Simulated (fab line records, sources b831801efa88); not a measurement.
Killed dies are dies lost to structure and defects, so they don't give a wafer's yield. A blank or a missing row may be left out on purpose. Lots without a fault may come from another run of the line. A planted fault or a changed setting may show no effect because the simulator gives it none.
Which tool did it? | flow gf180mcu | 13 lots, 39 wafers sampled, at 6 steps of a route of 602

WHAT THE GAUGES READ, wafer by wafer
GF_POLY_GATE_THK_MEAS_17.
lot  | measured     | on            | POLY_GATE_OXIDATION_THK (nm)
L518 | day 9 06:54  | film_metro-02 | 4.02 4.04 3.95
L519 | day 9 17:13  | film_metro-02 | 3.92 3.96 3.93
L520 | day 9 23:07  | film_metro-01 | 3.92 3.98 3.94
L523 | day 10 20:11 | film_metro-02 | 3.91 3.87 3.86
L524 | day 11 00:53 | film_metro-02 | 3.93 3.93 3.88
L528 | day 12 09:01 | film_metro-01 | 4.01 3.94 3.87
L530 | day 12 23:16 | film_metro-02 | 3.99 4.06 3.99
L531 | day 13 02:40 | film_metro-02 | 3.99 4.00 3.93
L534 | day 14 05:49 | film_metro-02 | 4.03 4.04 4.12
L535 | day 14 15:16 | film_metro-02 | 3.91 3.91 3.90
L537 | day 15 08:51 | film_metro-01 | 4.06 4.01 4.01
L539 | day 15 18:23 | film_metro-01 | 3.92 3.99 3.92
L540 | day 16 00:03 | film_metro-03 | 4.02 4.00 4.02

GF_HV_LDD_OVL_MEAS_20.
lot  | measured     | on         | HV_LDD_01_OVL (nm)
L518 | day 10 18:10 | overlay-01 | -0.2 0.7 0.7
L519 | day 11 05:14 | overlay-01 | 0.5 0.0 2.4
L520 | day 11 11:33 | overlay-02 | -2.7 -2.2 -1.7
L523 | day 12 10:35 | overlay-02 | -0.6 -1.3 1.3
L524 | day 12 15:46 | overlay-01 | -1.5 -1.3 -3.1
L528 | day 14 00:55 | overlay-01 | -0.9 -1.0 0.0
L530 | day 14 16:26 | overlay-02 | -0.7 -2.6 -1.5
L531 | day 14 21:06 | overlay-02 | -1.6 -1.3 -2.0
L534 | day 15 23:29 | overlay-01 | -1.3 1.0 -0.4
L535 | day 16 11:46 | overlay-01 | 0.6 -0.6 0.8
L537 | day 17 06:22 | overlay-02 | -3.1 -2.9 -2.0
L539 | day 17 16:16 | overlay-01 | -1.5 -2.5 -1.8
L540 | day 17 22:26 | overlay-01 | -1.2 -0.6 -1.6

GF_HV_LDD_TW_MEAS_38.
lot  | measured     | on            | HV_LDD_3_TW
L518 | day 11 13:35 | film_metro-04 | 1454 1448 1445
L519 | day 12 01:14 | film_metro-01 | 1436 1439 1431
L520 | day 12 07:50 | film_metro-03 | 1440 1445 1447
L523 | day 13 06:54 | film_metro-01 | 1438 1438 1437
L524 | day 13 12:54 | film_metro-03 | 1458 1457 1461
L528 | day 14 23:18 | film_metro-03 | 1473 1470 1469
L530 | day 15 15:23 | film_metro-03 | 1363 1363 1363
L531 | day 15 19:53 | film_metro-03 | 1358 1359 1363
L534 | day 16 23:08 | film_metro-03 | 1452 1458 1455
L535 | day 17 11:00 | film_metro-04 | 1446 1451 1453
L537 | day 18 07:14 | film_metro-01 | 1441 1437 1438
L539 | day 18 17:35 | film_metro-01 | 1440 1445 1439
L540 | day 18 23:43 | film_metro-04 | 1440 1443 1450

GF_HV_LDD_RS_MEAS_53: measures by four-point-probe.
lot  | measured     | on            | HV_LDD_RS (ohm/sq)
L518 | day 12 09:17 | film_metro-03 | 420.3 420.2 419.6
L519 | day 12 20:50 | film_metro-04 | 418.9 418.6 418.7
L520 | day 13 03:42 | film_metro-01 | 418.9 419.5 419.2
L523 | day 14 04:04 | film_metro-04 | 417.4 418.7 419.7
L524 | day 14 10:38 | film_metro-01 | 419.0 418.7 417.4
L528 | day 15 21:12 | film_metro-01 | 418.9 418.0 417.7
L530 | day 16 13:24 | film_metro-04 | 435.1 434.3 435.0
L531 | day 16 19:12 | film_metro-04 | 436.5 434.7 436.2
L534 | day 17 22:50 | film_metro-03 | 418.4 419.0 417.9
L535 | day 18 11:29 | film_metro-01 | 418.5 418.9 418.3
L537 | day 19 07:41 | film_metro-03 | 420.3 419.4 419.9
L539 | day 19 18:32 | film_metro-04 | 418.0 419.3 419.7
L540 | day 20 00:52 | film_metro-01 | 417.3 417.3 416.9

WHICH TOOL RAN EACH LOT (tool, then ch and the chambers of the sampled wafers, then the start)
lot  | GF_HV_LDD_IMPLANT_34            | GF_HV_LDD_RTA_52
L518 | implanter-03 ch 0, day 11 13:03 | rtp_anneal-02 ch 0, day 12 09:13
L519 | implanter-03 ch 0, day 12 00:42 | rtp_anneal-01 ch 0, day 12 20:45
L520 | implanter-02 ch 0, day 12 07:17 | rtp_anneal-01 ch 0, day 13 03:38
L523 | implanter-02 ch 0, day 13 06:21 | rtp_anneal-02 ch 0, day 14 04:00
L524 | implanter-02 ch 0, day 13 12:22 | rtp_anneal-01 ch 0, day 14 10:30
L528 | implanter-03 ch 0, day 14 22:47 | rtp_anneal-01 ch 0, day 15 21:07
L530 | implanter-02 ch 0, day 15 14:50 | rtp_anneal-01 ch 0, day 16 13:20
L531 | implanter-02 ch 0, day 15 19:20 | rtp_anneal-01 ch 0, day 16 19:08
L534 | implanter-01 ch 0, day 16 22:35 | rtp_anneal-02 ch 0, day 17 22:45
L535 | implanter-01 ch 0, day 17 10:29 | rtp_anneal-02 ch 0, day 18 11:24
L537 | implanter-02 ch 0, day 18 06:43 | rtp_anneal-01 ch 0, day 19 07:37
L539 | implanter-03 ch 0, day 18 17:04 | rtp_anneal-02 ch 0, day 19 18:28
L540 | implanter-03 ch 0, day 18 23:10 | rtp_anneal-02 ch 0, day 20 00:48
- GF_HV_LDD_IMPLANT_34
- GF_HV_LDD_RTA_52: time 10 s.

WHAT THE TOOLS THEMSELVES READ (means of the sampled wafers that have a number; where no wafer has one, the mark that the record gives instead)
GF_HV_LDD_IMPLANT_34.
lot  | tool         | beam_on_s (s) | dose_ions_cm2 | faraday_current_uA | rotation_deg (degrees)
L518 | implanter-03 | 9.94          | 7.496e+12     | 42.5               | 89.993
L519 | implanter-03 | 10.01         | 7.500e+12     | 42.4               | 90.020
L520 | implanter-02 | 10.01         | 7.505e+12     | 42.1               | 89.984
L523 | implanter-02 | 10.01         | 7.501e+12     | 42.1               | 89.983
L524 | implanter-02 | 10.01         | 7.494e+12     | 42.2               | 89.992
L528 | implanter-03 | 9.86          | 7.502e+12     | 42.8               | 89.991
L530 | implanter-02 | 10.24         | 1.557e+12     | 8.6                | 90.015
L531 | implanter-02 | 9.97          | 1.550e+12     | 8.7                | 89.958
L534 | implanter-01 | 9.89          | 7.504e+12     | 42.9               | 89.981
L535 | implanter-01 | 9.89          | 7.496e+12     | 42.8               | 90.016
L537 | implanter-02 | 9.90          | 7.504e+12     | 42.6               | 90.002
L539 | implanter-03 | 10.12         | 7.496e+12     | 41.7               | 90.012
L540 | implanter-03 | 9.97          | 7.506e+12     | 42.4               | 89.963

GF_HV_LDD_RTA_52.
lot  | tool          | lamp_power_pct (%) | wafer_temp_C_max
L518 | rtp_anneal-02 | 31.83              | 1006.1
L519 | rtp_anneal-01 | 31.76              | 1004.5
L520 | rtp_anneal-01 | 31.78              | 1003.9
L523 | rtp_anneal-02 | 31.83              | 1005.9
L524 | rtp_anneal-01 | 31.82              | 1004.3
L528 | rtp_anneal-01 | 31.80              | 1004.2
L530 | rtp_anneal-01 | 31.79              | 1004.8
L531 | rtp_anneal-01 | 31.76              | 1003.9
L534 | rtp_anneal-02 | 31.83              | 1004.8
L535 | rtp_anneal-02 | 31.80              | 1006.2
L537 | rtp_anneal-01 | 31.77              | 1004.7
L539 | rtp_anneal-02 | 31.86              | 1005.7
L540 | rtp_anneal-02 | 31.83              | 1006.3

THE ANSWER, worked out from the rows above alone
Rule: what is usual is taken from the lots themselves. Put in order of their means at a reading, lots are off if they are a third of the lots or fewer, leave a main group of 4 or more, and stand apart from it by a gap of 3 or more times the standard deviation of the main group's means; of several such gaps the widest counts. A main group whose means are all the same, to the digits that the tables above print for the reading, isn't used. A lot without any number at a reading at which 4 lots or more have one is off too. The other lots that the step has rows for count as sound. The gauges are gone through in route order, then the tools' own readings, and for those a lot's mean is taken as printed above. The first step at which some lot is off is used, and at that step the reading that is off furthest; a lot without a number counts as furthest.
Off: L530, L531, at GF_HV_LDD_TW_MEAS_38 (HV_LDD_3_TW). The main group: mean 1448, standard deviation 10.
A tool fits if, at a process step before that reading, it ran every lot that is off, and no sound lot after the first of them. The gauges at GF_HV_LDD_TW_MEAS_38 aren't tried: what is off there is off at GF_HV_LDD_RS_MEAS_53 too, on other tools, and a gauge's error can't cause that. None of those tried fits.

WHAT THE SIMULATOR HAD PUT IN
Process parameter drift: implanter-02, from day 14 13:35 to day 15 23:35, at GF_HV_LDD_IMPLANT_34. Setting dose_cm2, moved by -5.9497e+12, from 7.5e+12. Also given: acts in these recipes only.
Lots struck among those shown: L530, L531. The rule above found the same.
